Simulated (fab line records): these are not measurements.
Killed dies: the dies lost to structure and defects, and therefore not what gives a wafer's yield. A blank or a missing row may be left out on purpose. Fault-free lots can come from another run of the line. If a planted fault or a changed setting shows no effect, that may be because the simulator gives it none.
Which tool did it? | flow gf180mcu | Sampling: 6 lots, 18 wafers, 2 of 602 route steps

WHAT THE GAUGES SHOWED, per wafer
GF_PASSIVATION_THK_MEAS_03.
lot  | measured     | on            | PASSIVATION_CVD_02_THK (nm)
L480 | day 28 22:15 | film metro-04 | 691 707 708
L482 | day 29 10:33 | film metro-04 | 691 702 689
L484 | day 30 12:59 | film metro-04 | 682 690 716
L488 | day 32 00:59 | film metro-04 | 694 701 702
L493 | day 32 18:48 | film metro-03 | 500 485 504
L497 | day 33 13:20 | film metro-03 | 709 688 714

TOOL THAT RAN EACH LOT (tool first, then ch and the chambers of the sampled wafers, then the start)
lot  | GF_PASSIVATION_CVD_02
L480 | pecvd-02 ch 0,1, day 28 21:55
L482 | pecvd-02 ch 1,2, day 29 10:14
L484 | pecvd-04 ch 0,1, day 30 12:41
L488 | pecvd-02 ch 0,1, day 32 00:42
L493 | pecvd-04 ch 1,2, day 32 18:31
L497 | pecvd-02 ch 0,1, day 33 13:02
- GF_PASSIVATION_CVD_02: deposits Si3N4, target thk 700 nm, time 486.18 s.

THE ANSWER, worked out from the rows above alone
Rule: usual is defined by the lots themselves. The widest of any qualifying gaps counts: lots, ordered by their means at a reading, are off when they make up no more than a third of the lots, leave a main group of 4 or more, and stand apart from it by 3 or more times the standard deviation of that group's means. Not used: any main group whose means are identical at the precision the tables above print for the reading. Also off: a lot with no number at a reading for which 4 or more lots have one. All remaining lots with rows at the step are treated as sound.
Off: L493, seen at GF_PASSIVATION_THK_MEAS_03 (PASSIVATION_CVD_02_THK). The main group: mean 699 nm, standard deviation 3.6.
A tool fits if, at a process step before that reading, it ran every lot that is off, and no sound lot after the first of them. Gauges at GF_PASSIVATION_THK_MEAS_03: tried the same way as those tools. One fits: pecvd-04 at GF_PASSIVATION_CVD_02. A fault onset in the window from L484 (day 30 12:41, its last sound lot) to L493 (day 32 18:31, its first lot off) fits.

WHAT THE SIMULATOR HAD INSERTED
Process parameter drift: pecvd-04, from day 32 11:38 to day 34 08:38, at GF_PASSIVATION_CVD_02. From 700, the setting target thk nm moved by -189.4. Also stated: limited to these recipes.
Lots struck among those shown: L493. The rule above reached the same finding.
